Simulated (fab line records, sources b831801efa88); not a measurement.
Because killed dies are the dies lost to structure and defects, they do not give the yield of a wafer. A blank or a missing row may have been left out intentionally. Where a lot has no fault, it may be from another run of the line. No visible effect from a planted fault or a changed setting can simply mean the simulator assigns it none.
What tool caused it?	flow gf180mcu	24 lots, 72 wafers sampled, at 5 steps of a route of 602

## WHAT THE GAUGES READ, wafer by wafer
GF_MIM_RS_MEAS_10: a four-point-probe measurement. Usual: MIM_ALCU_RS 0.1596 ohm/sq, standard deviation 0.0022.
lot	measured	on	MIM_ALCU_RS (ohm/sq)	flag
L074	day 24 16:46	film metro-01	0.1614 0.1598 0.1609	
L075	day 25 03:53	film metro-03	0.1588 0.1583 0.1600	
L076	day 25 07:42	film metro-01	0.1598 0.1573 0.1575	
L078	day 25 18:02	film metro-02	0.1603 0.1594 0.1595	
L077	day 25 23:33	film metro-01	0.1625 0.1568 0.1581	
L079	day 26 08:01	film metro-02	0.1533 0.1574 0.1600	
L080	day 26 12:34	film metro-02	0.1595 0.1604 0.1610	
L081	day 27 07:28	film metro-02	0.1604 0.1590 0.1595	
L082	day 27 07:36	film metro-01	0.1625 0.1592 0.1605	
L083	day 27 19:08	film metro-03	0.1590 0.1595 0.1599	
L084	day 28 01:14	film metro-01	0.1561 0.1574 0.1562	
L085	day 28 11:07	film metro-03	0.1579 0.1630 0.1634	
L086	day 29 00:20	film metro-02	0.1582 0.1625 0.1604	
L088	day 29 13:28	film metro-01	0.1587 0.1606 0.1584	
L087	day 29 16:04	film metro-01	0.1605 0.1652 0.1622	
L089	day 29 18:04	film metro-01	0.1595 0.1590 0.1621	
L090	day 29 23:50	film metro-01	0.1575 0.1640 0.1634	
L092	day 30 03:58	film metro-02	0.1559 0.1644 0.1632	
L091	day 30 06:10	film metro-01	0.1591 0.1590 0.1599	
L093	day 30 10:53	film metro-01	0.1605 0.1637 0.1584	
L094	day 30 15:37	film metro-03	0.1577 0.1576 0.1611	
L095	day 30 20:53	film metro-02	0.1576 0.1611 0.1567	
L096	day 31 01:53	film metro-02	0.1573 0.1566 0.1570	
L097	day 31 05:00	film metro-01	0.1605 0.1587 0.1613	

GF_TOP_METAL_THK_MEAS_06: measures by xrf. Usual: TOP_METAL_ALCU_THK 897 nm, standard deviation 11.
lot	measured	on	TOP_METAL_ALCU_THK (nm)	flag
L074	day 27 09:33	film metro-04	910 881 888	
L075	day 27 21:28	film metro-03	889 890 893	
L076	day 28 01:14	film metro-02	912 905 904	
L078	day 28 08:28	film metro-03	900 906 904	
L077	day 28 14:31	film metro-02	912 891 910	
L079	day 28 23:00	film metro-02	902 897 894	
L080	day 29 03:34	film metro-02	903 887 874	
L081	day 29 21:31	film metro-04	881 907 895	
L082	day 29 21:54	film metro-02	910 891 908	
L083	day 30 08:16	film metro-03	891 892 894	
L084	day 30 13:46	film metro-04	891 904 901	
L085	day 30 23:05	film metro-03	921 907 921	
L086	day 31 10:35	film metro-04	896 882 889	
L088	day 31 22:30	film metro-02	908 909 899	
L087	day 32 02:16	film metro-03	903 883 892	
L089	day 32 04:22	film metro-02	890 873 890	
L090	day 32 08:17	film metro-03	873 880 878	
L092	day 32 12:27	film metro-04	880 893 890	
L091	day 32 14:09	film metro-03	908 901 891	
L093	day 32 18:56	film metro-03	901 886 905	
L094	day 32 23:08	film metro-03	899 904 895	
L095	day 33 04:29	film metro-02	894 911 898	
L096	day 33 08:22	film metro-03	896 895 895	
L097	day 33 11:08	film metro-03	907 914 909	

## WHICH TOOL RAN EACH LOT (tool, then ch and the chambers of the sampled wafers, then the start)
lot	GF_CONTACT_ETCH_16	GF_MIM_SPUTTER_00	GF_TOP_METAL_SPUTTER_04
L074	rie diel-04 ch 1,2,3, day 16 08:26	pvd sputter-03, day 24 16:20	pvd sputter-04, day 27 09:24
L075	rie diel-01 ch 0,1, day 16 18:44	pvd sputter-01, day 25 03:27	pvd sputter-01, day 27 21:19
L076	rie diel-04 ch 0,1, day 16 21:44	pvd sputter-03, day 25 07:14	pvd sputter-02, day 28 01:04
L078	rie diel-02 ch 0,1, day 17 10:11	pvd sputter-01, day 25 17:34	pvd sputter-01, day 28 08:17
L077	rie diel-01 ch 0,1,3, day 17 17:04	pvd sputter-04, day 25 23:08	pvd sputter-04, day 28 14:22
L079	rie diel-01 ch 1,2,3, day 18 02:47	pvd sputter-04, day 26 07:34	pvd sputter-01, day 28 22:50
L080	rie diel-01 ch 0,2, day 18 06:44	pvd sputter-03, day 26 12:10	pvd sputter-04, day 29 03:25
L081	rie diel-02 ch 1,2,3, day 19 04:14	pvd sputter-01, day 27 07:01	pvd sputter-04, day 29 21:22
L082	rie diel-02 ch 1,2,3, day 19 07:20	pvd sputter-04, day 27 07:10	pvd sputter-02, day 29 21:44
L083	rie diel-01 ch 0,2, day 19 20:32	pvd sputter-01, day 27 18:44	pvd sputter-04, day 30 08:08
L084	rie diel-02 ch 0,1,3, day 20 02:26	pvd sputter-01, day 28 00:49	pvd sputter-02, day 30 13:37
L085	rie diel-04 ch 0,1, day 20 15:05	pvd sputter-01, day 28 10:41	pvd sputter-04, day 30 22:56
L086	rie diel-04 ch 1,3, day 21 07:47	pvd sputter-03, day 28 23:53	pvd sputter-04, day 31 10:25
L088	rie diel-01 ch 0,1,2, day 21 23:08	pvd sputter-03, day 29 13:01	pvd sputter-02, day 31 22:20
L087	rie diel-01 ch 0,2, day 22 01:44	pvd sputter-04, day 29 15:37	pvd sputter-04, day 32 02:07
L089	rie diel-02 ch 1,2,3, day 22 03:49	pvd sputter-01, day 29 17:38	pvd sputter-04, day 32 04:13
L090	rie diel-01 ch 1,3, day 22 10:08	pvd sputter-01, day 29 23:26	pvd sputter-04, day 32 08:08
L092	rie diel-01 ch 2,3, day 22 16:02	pvd sputter-01, day 30 03:33	pvd sputter-02, day 32 12:18
L091	rie diel-04 ch 0,2,3, day 22 19:52	pvd sputter-03, day 30 05:45	pvd sputter-01, day 32 14:00
L093	rie diel-02 ch 0,1,2, day 23 00:47	pvd sputter-04, day 30 10:28	pvd sputter-01, day 32 18:47
L094	rie diel-04 ch 1,2,3, day 23 07:43	pvd sputter-03, day 30 15:13	pvd sputter-01, day 32 22:59
L095	rie diel-01 ch 0,1,3, day 23 14:31	pvd sputter-04, day 30 20:28	pvd sputter-02, day 33 04:17
L096	rie diel-01 ch 1,3, day 23 21:13	pvd sputter-03, day 31 01:28	pvd sputter-04, day 33 08:14
L097	rie diel-02 ch 0,3, day 24 00:34	pvd sputter-04, day 31 04:33	pvd sputter-01, day 33 10:58
- GF_CONTACT_ETCH_16: etches BARC in N2/H2.
- GF_MIM_SPUTTER_00: material Ti, target thk 37.5 nm, time 150 s.
- GF_TOP_METAL_SPUTTER_04: material TiN, target thk 25 nm, time 20.8 s.

## WHAT THE TOOLS THEMSELVES READ (means of the sampled wafers that have a number; where no wafer has one, the mark that the record gives instead)
GF_CONTACT_ETCH_16. Usual: drypump motor current A 5.6 A, standard deviation 0.55; h2 flow sccm 200.0 sccm, standard deviation 0.56; n2 flow sccm 99.98 sccm, standard deviation 0.29; oes product au 0.855 a.u., standard deviation 0.005; throttle valve pct 13.225 %, standard deviation 0.0098.
lot	tool	drypump motor current A (A)	h2 flow sccm (sccm)	n2 flow sccm (sccm)	oes product au (a.u.)	throttle valve pct (%)	flag
L074	rie diel-04	5.8	200.1	99.66	0.853	13.221	
L075	rie diel-01	6.1	200.3	99.94	0.850	13.216	
L076	rie diel-04	5.2	200.5	100.00	0.855	13.229	
L078	rie diel-02	5.5	199.9	99.96	0.858	13.225	
L077	rie diel-01	5.7	200.0	100.05	0.856	13.225	
L079	rie diel-01	5.6	199.9	99.96	0.857	13.232	
L080	rie diel-01	6.3	199.9	100.10	0.849	13.234	
L081	rie diel-02	5.4	199.8	99.89	0.851	13.233	
L082	rie diel-02	5.4	200.7	100.10	0.861	13.228	
L083	rie diel-01	6.3	200.2	99.91	0.855	13.225	
L084	rie diel-02	5.2	200.7	100.30	0.856	13.231	
L085	rie diel-04	5.2	200.4	99.84	0.856	13.234	
L086	rie diel-04	5.8	200.3	99.88	0.860	13.228	
L088	rie diel-01	6.1	200.1	100.04	0.858	13.222	
L087	rie diel-01	6.2	200.0	99.92	0.858	13.225	
L089	rie diel-02	5.4	200.1	99.89	0.854	13.223	
L090	rie diel-01	5.6	200.2	99.92	0.857	13.224	
L092	rie diel-01	5.6	200.1	99.68	0.853	13.222	
L091	rie diel-04	5.9	200.3	100.02	0.856	13.224	
L093	rie diel-02	5.3	200.1	99.83	0.855	13.218	
L094	rie diel-04	5.8	199.2	100.22	0.857	13.215	
L095	rie diel-01	5.8	200.2	99.90	0.855	13.227	
L096	rie diel-01	5.2	200.2	100.28	0.854	13.221	
L097	rie diel-02	4.9	200.5	99.91	0.856	13.225	

GF_MIM_SPUTTER_00. Usual: throttle valve pct at 29.7 %, with a standard deviation of 1.1.
lot	tool	throttle valve pct (%)	flag
L074	pvd sputter-03	30.6	
L075	pvd sputter-01	30.5	
L076	pvd sputter-03	30.6	
L078	pvd sputter-01	29.9	
L077	pvd sputter-04	29.1	
L079	pvd sputter-04	28.5	
L080	pvd sputter-03	30.6	
L081	pvd sputter-01	29.6	
L082	pvd sputter-04	29.1	
L083	pvd sputter-01	29.6	
L084	pvd sputter-01	29.1	
L085	pvd sputter-01	28.8	
L086	pvd sputter-03	30.1	
L088	pvd sputter-03	30.1	
L087	pvd sputter-04	29.7	
L089	pvd sputter-01	30.4	
L090	pvd sputter-01	29.9	
L092	pvd sputter-01	29.5	
L091	pvd sputter-03	30.6	
L093	pvd sputter-04	29.8	
L094	pvd sputter-03	30.0	
L095	pvd sputter-04	28.6	
L096	pvd sputter-03	29.8	
L097	pvd sputter-04	28.5	

GF_TOP_METAL_SPUTTER_04. Usual: throttle valve pct at 29.5 %, with a standard deviation of 1.4.
lot	tool	throttle valve pct (%)	flag
L074	pvd sputter-04	29.6	
L075	pvd sputter-01	30.5	
L076	pvd sputter-02	30.6	
L078	pvd sputter-01	30.1	
L077	pvd sputter-04	29.5	
L079	pvd sputter-01	29.7	
L080	pvd sputter-04	28.7	
L081	pvd sputter-04	29.8	
L082	pvd sputter-02	29.4	
L083	pvd sputter-04	28.6	
L084	pvd sputter-02	30.7	
L085	pvd sputter-04	29.1	
L086	pvd sputter-04	29.7	
L088	pvd sputter-02	30.3	
L087	pvd sputter-04	28.6	
L089	pvd sputter-04	29.0	
L090	pvd sputter-04	28.6	
L092	pvd sputter-02	28.1	
L091	pvd sputter-01	30.9	
L093	pvd sputter-01	30.3	
L094	pvd sputter-01	29.0	
L095	pvd sputter-02	29.2	
L096	pvd sputter-04	28.7	
L097	pvd sputter-01	29.9	

## THE ANSWER, worked out from the rows above alone
Rule: a lot is off if the mean of its wafers that have a number lies more than 3 standard deviations from the usual mean. Also off: a lot with no number at a reading for which 4 or more lots have one. All remaining lots with rows at the step are treated as sound. First the gauges in route order, then the tools' own readings, where a lot's mean is used as printed above. The first step at which some lot is off is used, and at that step the reading that is off furthest; a lot without a number counts as furthest.
No lot is off at any reading shown: from this, nothing can be told.

## WHAT HAD BEEN PUT IN BY THE SIMULATOR
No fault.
